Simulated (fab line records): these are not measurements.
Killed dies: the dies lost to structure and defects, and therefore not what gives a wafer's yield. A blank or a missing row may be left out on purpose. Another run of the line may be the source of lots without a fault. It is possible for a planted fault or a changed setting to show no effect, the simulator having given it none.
A struck lot beside a sound one / flow gf180mcu / 15 out of 602 route steps
Sound: wafers L665.1, L665.4, L665.6. Struck: wafers L658.1, L658.3, L658.5. The cause is named last.
Per side, at each step with rows, come the tool, then ch with its chambers, and then its first start. Under that, the readings that differ: sound wafers / struck wafers / difference of the means / sigmas: that difference in standard deviations of wafers without a fault.
alike: readings with means less than 2 such deviations apart, plus words and numbers identical on both sides. not compared: withheld readings, readings lacking a value on some wafer, bounds such as >300 that could conceal the same value, and numbers that have no deviation in the record and whose values overlap.
A row with sigmas, a row that says differs or no value, or rows on one side alone: a step with any of these is where the two part. Numbers that have no deviation but don't overlap get no sigmas and don't part them. A reading that every wafer of one side lacks parts them only if that side has two wafers or more.

first, 6 steps without rows for these wafers: GF_TOP_METAL_HMDS_08 (prime time 60 s); GF_TOP_METAL_COAT_09 (resist thk 1500 nm); GF_TOP_METAL_SOFTBAKE_10 (time 60 s); GF_TOP_METAL_EXPOSE_11 (exposes mask MetalTop, target cd 440 nm); GF_TOP_METAL_PEB_12; GF_TOP_METAL_DEVELOP_13 (develop time 60 s).
GF_TOP_METAL_CD_MEAS_14 targets a cd of 440 nm.
  sound on cd_sem-02, day 32 21:14; struck on cd_sem-02, day 31 08:07
  alike: cd_nm
GF_TOP_METAL_OVL_MEAS_15:
  sound on overlay-01, day 32 21:21; struck on overlay-01, day 31 08:14
  alike: TOP_METAL_OVL
GF_TOP_METAL_METAL_ETCH_16: etches the open film in Cl2/BCl3, stops on SiO2, target depth 1197 nm, time 199.5 s.
  sound on rie_metal-04 ch 1, day 32 21:23; struck on rie_metal-03 ch 0,1, day 31 08:16
  alike: drypump_motor_current_A, oes_product_au, rf_fwd_power_W, throttle_valve_pct
  not compared: rf_hours_counter_h
GF_TOP_METAL_STRIP_17: strips in O2/N2.
  sound on plasma_asher-02 ch 0,1, day 32 21:46; struck on plasma_asher-03 ch 0, day 31 08:28
reading=drypump_motor_current_A (A); sound=5.8 6.7 6.7; struck=5.3 5.3 5.3; difference=-1.1; sigmas=-3
  alike: heater_power_w, oes_product_au, strip_time_to_endpoint_s
  not compared: rf_hours_counter_h
then, 2 steps without rows for these wafers: GF_TOP_METAL_STRIP_18 (strips in post etch residue remover, time 1200 s); GF_TOP_METAL_CLEAN_19 (cleans in DIW).
GF_PASSIVATION_CVD_00: deposits SiO2 from TEOS, target thk 1000 nm, time 111.95 s.
  sound on pecvd-03 ch 0,2, day 32 22:20; struck on pecvd-02 ch 0,1, day 31 09:01
  no value came back on the struck wafers for heater_power_outer_w (W), heater_power_w (W), rf_fwd_power_W (W); on the sound wafers heater_power_outer_w (W) reads 401 441 452
GF_PASSIVATION_CVD_02: deposits Si3N4, target thk 700 nm, time 486.18 s.
  sound on pecvd-02 ch 1,2, day 32 22:28; struck on pecvd-03 ch 1,2, day 31 09:10
  alike: heater_power_outer_w, heater_power_w, rf_fwd_power_W
GF_PASSIVATION_PROBE_99:
  the record has rows for the sound wafers here (prober-02, day 33 16:24) and none for the struck ones

## WHERE THEY PART
Earliest at GF_TOP_METAL_STRIP_17; latest, in this record, at GF_PASSIVATION_PROBE_99.

WHY: the cause the simulator had injected
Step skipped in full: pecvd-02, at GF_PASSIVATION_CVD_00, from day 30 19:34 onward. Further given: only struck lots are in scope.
